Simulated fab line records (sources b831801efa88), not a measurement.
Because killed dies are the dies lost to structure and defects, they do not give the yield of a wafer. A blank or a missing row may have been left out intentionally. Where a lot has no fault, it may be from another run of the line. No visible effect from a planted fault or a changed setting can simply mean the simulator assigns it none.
A lot that was struck, set against a sound lot ; flow sky130 ; 15 steps out of a route of 708
Sound: these wafers, L221.3, L221.4, L221.5. Struck: wafer L215.4 (L215.3, L215.6, from the same lot, were not struck and are left out); the cause is given at the end.
Per side, at each step with rows, come the tool, then ch with its chambers, and then its first start. Under that, the readings that differ: sound wafers ; struck wafers ; difference of the means ; sigmas: that difference in standard deviations of wafers without a fault.
alike: readings with means less than 2 such deviations apart, plus words and numbers identical on both sides. not compared: withheld readings, readings lacking a value on some wafer, bounds such as >300 that could conceal the same value, and numbers that have no deviation in the record and whose values overlap.
Wherever a step has rows on one side only, a row that says differs or no value, or a row with sigmas, the two part there. Numbers that have no deviation but don't overlap get no sigmas and don't part them. A reading that every wafer of one side lacks parts them only if that side has two wafers or more.

SKY_VIA2_BOW_MEAS_03:
  sound on film metro-02 at day 39 15:53; struck on film metro-02 at day 38 15:22
  alike: VIA2_BOW
then, 8 steps without rows for these wafers: SKY_VIA2_DEHYDRATE_04 (time 60 s); SKY_VIA2_HMDS_05 (prime time 60 s); SKY_VIA2_COAT_06 (resist thk 60 nm); SKY_VIA2_COAT_07 (resist thk 450 nm); SKY_VIA2_SOFTBAKE_08 (time 90 s); SKY_VIA2_EXPOSE_09 (exposes mask VIM2, target cd 200 nm); SKY_VIA2_PEB_10; SKY_VIA2_DEVELOP_11 (develop time 60 s).
SKY_VIA2_CD_MEAS_12 targets a cd of 200 nm.
  sound on cd sem-02 at day 40 15:37; struck on cd sem-02 at day 39 16:52
  alike: cd nm
SKY_VIA2_OVL_MEAS_13:
  sound on overlay-01 at day 40 15:43; struck on overlay-01 at day 39 16:57
  alike: VIA2_OVL
SKY_VIA2_ETCH_14: etches BARC in N2/H2, stops on SiO2, time 45.9 s, target depth 60 nm.
  sound on rie diel-04 ch 0,2,3, day 40 15:44; struck on rie diel-01 ch 3, day 39 16:58
  alike: bias w, drypump motor current A, oes product au, throttle valve pct
  not compared: rf hours counter h
SKY_VIA2_ETCH_15: etches SiO2 in C4F8/O2/Ar, stops on TiN, target depth 546 nm, time 84 s.
  sound on rie diel-04 ch 0,2,3, day 40 15:47; struck on rie diel-01 ch 3, day 39 17:01
reading;sound;struck;difference;sigmas
bias w (W);1201 1201 1199;1084;-116;-36
  alike: oes product au
  not compared: rf hours counter h
SKY_VIA2_STRIP_16: strips in O2/N2.
  sound on plasma asher-03 ch 0,1, day 40 15:52; struck on plasma asher-03 ch 1, day 39 17:07
  alike: drypump motor current A, o2 flow sccm, oes product au, strip time to endpoint s
  not compared: rf hours counter h
-- the record jumps here: 9 days lie between the struck wafers' starts before and after (it left off in module VIA2 and takes up again in module PAD_OPEN, whose first step shown is number 708 of the route) --
SKY_PAD_OPEN_PROBE_99:
  sound on prober-01 at day 49 03:55; struck on prober-02 at day 48 12:30
reading;sound;struck;difference;sigmas
killed at other;0 0 0;2;+2;+3
killed short;35 42 42;54;+14;+2
  alike: defect limited yield, killed_at_M0_to_M3, killed_at_M4_up, killed at contacts, killed at front end, killed dies, killed open

== WHERE THEY PART ==
First at SKY_VIA2_ETCH_15; last, within this record, at SKY_PAD_OPEN_PROBE_99.

WHY: whatever the simulator had introduced
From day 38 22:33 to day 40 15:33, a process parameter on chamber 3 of rie diel-01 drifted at SKY_VIA2_ETCH_15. From 1200, the setting bias w moved by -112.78. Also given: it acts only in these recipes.
